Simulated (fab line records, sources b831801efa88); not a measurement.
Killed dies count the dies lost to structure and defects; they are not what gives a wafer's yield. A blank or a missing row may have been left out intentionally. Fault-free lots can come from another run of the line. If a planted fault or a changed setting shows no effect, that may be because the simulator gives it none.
8D (eight disciplines) problem report, filled in by code :: flow gf180mcu :: the parts of the form that need people (team, actions taken, sign-off) are left out

1. WHAT IS WRONG
Wafers free of any fault read 1197.1 ohm/sq (standard deviation 2.5) for LVPWELL_RS at GF_VT_IMPLANT_RS_MEAS_48, against a mean of 1135.6 ohm/sq on 6 wafers of 2 lots. That is -25 standard deviations from the usual mean.
The step: measures by four-point-probe.
The first sign was on wafer L284.1 at day 12 13:54, on film metro-04. At this step, 39 wafers from 13 lots have a number in the record. By rule, "out" or "out of limits" means more than 4 standard deviations away from the usual mean. All remaining wafers that have a number are taken as sound.

2. WHAT THIS IS AND IS NOT
question: which readings at this step
is: LVPWELL_RS
is not: -

question: which lots
is: L284, L289
is not: L266, L267, L268, L269, L270, L272, L273, L274, L275, L277, L280

question: which wafers of those lots
is: all that have a number
is not: -

question: read on which gauges
is: film metro-02, film metro-04
is not: film metro-03

question: when
is: from day 12 13:54
is not: up to then (33 sound wafers)

3. THE SUSPECTS, EACH WITH WHAT RULES IT OUT
Counting: any tool at a process step up to the reading is kept as a suspect provided that every lot that is out went through it and no sound lot did after the first of them.
- ruled out: the gauge at GF_VT_IMPLANT_RS_MEAS_48. Those wafers that are out were read across 2 gauges (film metro-02, film metro-04).
- implanter-02 at GF_LVPWELL_IMPLANT_09: kept. It ran every lot that is out, first L284 (day 8 01:41), and no sound lot after that; its last sound lot up to then is L280 (day 7 03:41). On those wafers its own readings are out: dose ions cm2, faraday current uA.
Remaining after the count: implanter-02 at GF_LVPWELL_IMPLANT_09.

4. THE CAUSE (what the simulator had put in)
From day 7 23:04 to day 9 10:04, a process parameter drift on implanter-02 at GF_LVPWELL_IMPLANT_09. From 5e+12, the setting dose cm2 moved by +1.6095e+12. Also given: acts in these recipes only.
Counting left only this tool.

5. THE CHAIN OF EFFECTS, in route order
Each row: a reading where the mean over the struck wafers with a number is more than 3 standard deviations away from the usual. Only readings for which the record gives a usual standard deviation are gone through. hours: the time from each lot's start at the first step in this table that gives one to its start at this step, as a median over the lots. sigmas: the change in usual standard deviations.
hours: 0
step: GF_LVPWELL_IMPLANT_09
reading: dose ions cm2
usual: 5e+12
on struck wafers: 7e+12
change: +2e+12
sigmas: +99 or more

hours: 0
step: GF_LVPWELL_IMPLANT_09
reading: faraday current uA
usual: 28.3
on struck wafers: 37.2
change: +8.9
sigmas: +16

hours: 112
step: GF_VT_IMPLANT_RS_MEAS_48
reading: LVPWELL_RS
usual: 1197.1 ohm/sq
on struck wafers: 1135.6
change: -61.5
sigmas: -25
Process steps it contains:
- GF_LVPWELL_IMPLANT_09
Later measuring or inspecting steps at which every struck wafer that the step has a row for has a number for every such reading, and none has moved that far: GF_PSD_RS_MEAS_14.

6. WHAT WOULD HAVE CAUGHT IT SOONER
The first out-of-limits reading at a measuring or inspecting step in this record came at day 12 13:54, 111 hours after the fault's start at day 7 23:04.
At GF_LVPWELL_IMPLANT_09, the tool's own readings (dose ions cm2, faraday current uA) were out on each struck wafer the step has a row for, so an alarm limit on them would have fired on the first such wafer.
All the lots that are out (2) had begun GF_LVPWELL_IMPLANT_09 on implanter-02 by day 12 13:54. A hold on the tool at that time would have spared none of them.
